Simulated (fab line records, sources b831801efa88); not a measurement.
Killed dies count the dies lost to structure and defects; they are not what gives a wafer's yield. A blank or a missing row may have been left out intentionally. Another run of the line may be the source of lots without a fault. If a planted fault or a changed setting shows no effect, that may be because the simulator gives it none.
Comparing a struck lot with a sound one	flow sky130	21 out of 708 route steps
Sound: these wafers, L794.1, L794.4, L794.6. Wafers struck: L798.1, L798.2, L798.5. The cause comes at the end.
Each step with rows lists, per side, the tool, then ch with its chambers, then its first start. Under that, the readings that differ: sound wafers	struck wafers	difference of the means	sigmas: that difference in standard deviations of wafers without a fault.
alike: same words and numbers on both sides, and readings whose means sit less than 2 such deviations apart. not compared: any withheld reading, any reading some wafer has no value for, any bound like >300 that may hide the same value, and any number with overlapping values for which the record gives no deviation.
The two part at a step that has a row with sigmas, a row that says differs or no value, or rows on one side only. Non-overlapping numbers with no deviation appear without sigmas and do not part them. A reading that every wafer of one side lacks parts them only if that side has two wafers or more.

first, 1 step without rows for these wafers: SKY_RES_XHIGH_IMPLANT_07.
SKY_RES_XHIGH_STRIP_08: strips in O2/N2.
  sound on plasma_asher-02 ch 1, day 30 18:38; struck on plasma_asher-02 ch 0,1, day 31 11:45
  alike: drypump_motor_current_A, oes_product_au, strip_time_to_endpoint_s
  not compared: rf_hours_counter_h
SKY_RES_XHIGH_TW_MEAS_09:
  sound: film_metro-02 at day 30 18:44; struck: film_metro-01 at day 31 11:51
  alike: RES_XHIGH_TW
then, 7 steps without rows for these wafers: SKY_SD_N_DEHYDRATE_00 (time 60 s); SKY_SD_N_HMDS_01 (prime time 60 s); SKY_SD_N_COAT_02 (resist thk 1140 nm); SKY_SD_N_SOFTBAKE_03 (time 60 s); SKY_SD_N_EXPOSE_04 (exposes mask NSDM, target cd 380 nm); SKY_SD_N_PEB_05; SKY_SD_N_DEVELOP_06 (develop time 60 s).
SKY_SD_N_CD_MEAS_07 targets a cd of 380 nm.
  sound: cd_sem-01 at day 31 22:23; struck: cd_sem-02 at day 32 14:17
  alike: cd_nm
SKY_SD_N_OVL_MEAS_08:
  sound: overlay-01 at day 31 22:30; struck: overlay-02 at day 32 14:24
  alike: SD_N_OVL
SKY_SD_N_IMPLANT_09:
  sound on implanter-02 ch 0, day 31 22:32; struck on implanter-01 ch 0, day 32 14:26
next, for these wafers, 1 step has no rows: SKY_SD_N_IMPLANT_10.
SKY_SD_N_STRIP_11: strips in O2/N2.
  sound on plasma_asher-01 ch 0,1, day 31 22:50; struck on plasma_asher-01 ch 0,1, day 32 14:44
reading	sound	struck	difference	sigmas
strip_time_to_endpoint_s (s)	22.55 22.51 22.51	22.23 22.30 22.26	-0.26	-5
  alike: drypump_motor_current_A, oes_product_au
  not compared: rf_hours_counter_h
SKY_SD_N_TW_MEAS_12:
  sound: film_metro-01 at day 31 22:56; struck: film_metro-01 at day 32 14:50
  alike: SD_N_TW
then, 1 step without rows for these wafers: SKY_SD_N_CLEAN_13 (cleans in SC1/SC2, time 150 s).
SKY_SD_N_RTA_14: time 2 s.
  sound on rtp_anneal-01 ch 0, day 31 23:02; struck on rtp_anneal-02 ch 0, day 32 14:57
  alike: lamp_power_pct, wafer_temp_C_max
SKY_SD_N_RS_MEAS_16: a four-point-probe measurement.
  sound: film_metro-02 at day 31 23:13; struck: film_metro-03 at day 32 15:29
reading	sound	struck	difference	sigmas
SD_N_RS (ohm/sq)	68.72 68.67 68.59	69.22 69.27 69.20	+0.57	+5
  not compared: hold
SKY_SD_N_RS_MEAS_17: a four-point-probe measurement.
  sound: film_metro-02 at day 31 23:20; struck: film_metro-03 at day 32 17:25
reading	sound	struck	difference	sigmas
hold	- - -	await_dispo/1.8h/release await_dispo/1.8h/release await_dispo/1.8h/release	no value on the sound wafers	
  alike: SD_P_RS
-- the record jumps here: 16 days lie between the struck wafers' starts before and after (it left off in module SD_N and takes up again in module PAD_OPEN, whose first step shown is number 708 of the route) --
SKY_PAD_OPEN_PROBE_99:
  sound: prober-02 at day 48 17:15; struck: prober-01 at day 49 04:00
reading	sound	struck	difference	sigmas
model.etest.res_ndiff_hv.rs_ohm_sq	116.9 117.5 117.4	115.7 116 115.9	-1.4	
model.etest.res_ndiff.rs_ohm_sq_range	2.28 2.195 3.283	3.874 5.666 5.266	+2.349	
  alike: killed_at_M0_to_M3, killed_at_M4_up, killed_at_contacts, killed_at_front_end, killed_at_other, killed_dies, killed_open, killed_short
  not compared: model.etest.res_ndiff.rs_ohm_sq

== WHERE THEY PART ==
First at SKY_SD_N_STRIP_11; last, within this record, at SKY_SD_N_RS_MEAS_17. Later steps at which nothing parts them and some readings are alike: SKY_PAD_OPEN_PROBE_99.

WHY: what the simulator had put in
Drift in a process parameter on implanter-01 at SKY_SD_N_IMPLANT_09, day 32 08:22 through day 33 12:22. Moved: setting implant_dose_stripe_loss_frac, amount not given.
